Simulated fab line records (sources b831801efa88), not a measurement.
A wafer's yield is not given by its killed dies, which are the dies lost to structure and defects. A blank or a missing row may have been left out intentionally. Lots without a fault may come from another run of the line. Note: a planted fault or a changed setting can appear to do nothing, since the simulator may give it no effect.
A lot that was struck, set against a sound lot -- flow gf180mcu -- 15 out of 602 route steps
Sound: wafers L874.1, L874.2, L874.4. Struck: wafers L880.1, L880.4, L880.5. The cause is given at the end.
Per side, at each step with rows, come the tool, then ch with its chambers, and then its first start. Under that, the readings that differ: sound wafers -- struck wafers -- difference of the means -- sigmas: that difference in standard deviations of wafers without a fault.
alike: readings with means less than 2 such deviations apart, plus words and numbers identical on both sides. not compared: withheld readings, readings lacking a value on some wafer, bounds such as >300 that could conceal the same value, and numbers that have no deviation in the record and whose values overlap.
Wherever a step has rows on one side only, a row that says differs or no value, or a row with sigmas, the two part there. When numbers do not overlap yet have no deviation, they are printed without sigmas and do not part them. A reading missing from all wafers of one side parts the sides only when that side holds two or more wafers.

first, 7 steps without rows for these wafers: GF_HV_LDD_DEHYDRATE_24 (time 60 s); GF_HV_LDD_HMDS_25 (prime time 60 s); GF_HV_LDD_COAT_26 (resist thk 1000 nm); GF_HV_LDD_SOFTBAKE_27 (time 60 s); GF_HV_LDD_EXPOSE_28 (exposes mask Nplus HV AREA, target cd 400 nm); GF_HV_LDD_PEB_29; GF_HV_LDD_DEVELOP_30 (develop time 60 s).
GF_HV_LDD_CD_MEAS_31: the cd target is 400 nm.
  struck on cd_sem-02, day 16 00:31; sound on cd_sem-01, day 14 04:12
  alike: cd_nm
GF_HV_LDD_OVL_MEAS_32:
  struck on overlay-02, day 16 00:38; sound on overlay-02, day 14 04:19
  alike: HV_LDD_02_OVL
then, 3 steps without rows for these wafers: GF_HV_LDD_IMPLANT_33; GF_HV_LDD_IMPLANT_34; GF_HV_LDD_IMPLANT_35.
GF_HV_LDD_IMPLANT_36:
  sound on implanter-04 ch 0, day 14 04:49; struck on implanter-03 ch 0, day 16 01:07
reading,sound,struck,difference,sigmas
rotation_deg (degrees),269.98 270.02 270.07,341.70 341.72 341.71,+71.69,+99 or more
  alike: dose_ions_cm2
GF_HV_LDD_STRIP_37: strips in O2/N2.
  sound on plasma_asher-02 ch 0,1, day 14 04:58; struck on plasma_asher-03 ch 0,1, day 16 01:16
  alike: drypump_motor_current_A, heater_power_w, oes_product_au, strip_time_to_endpoint_s
  not compared: rf_hours_counter_h
GF_PASSIVATION_PROBE_99:
  rows exist in the record for the sound wafers here (prober-02, day 31 15:18), none for the struck ones

== WHERE THEY PART ==
At GF_HV_LDD_IMPLANT_36 first; at GF_PASSIVATION_PROBE_99 last (within this record only).

WHY: whatever the simulator had introduced
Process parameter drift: implanter-03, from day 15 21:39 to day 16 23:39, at GF_HV_LDD_IMPLANT_36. Setting rotation_deg shifted by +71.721 from 270. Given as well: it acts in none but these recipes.
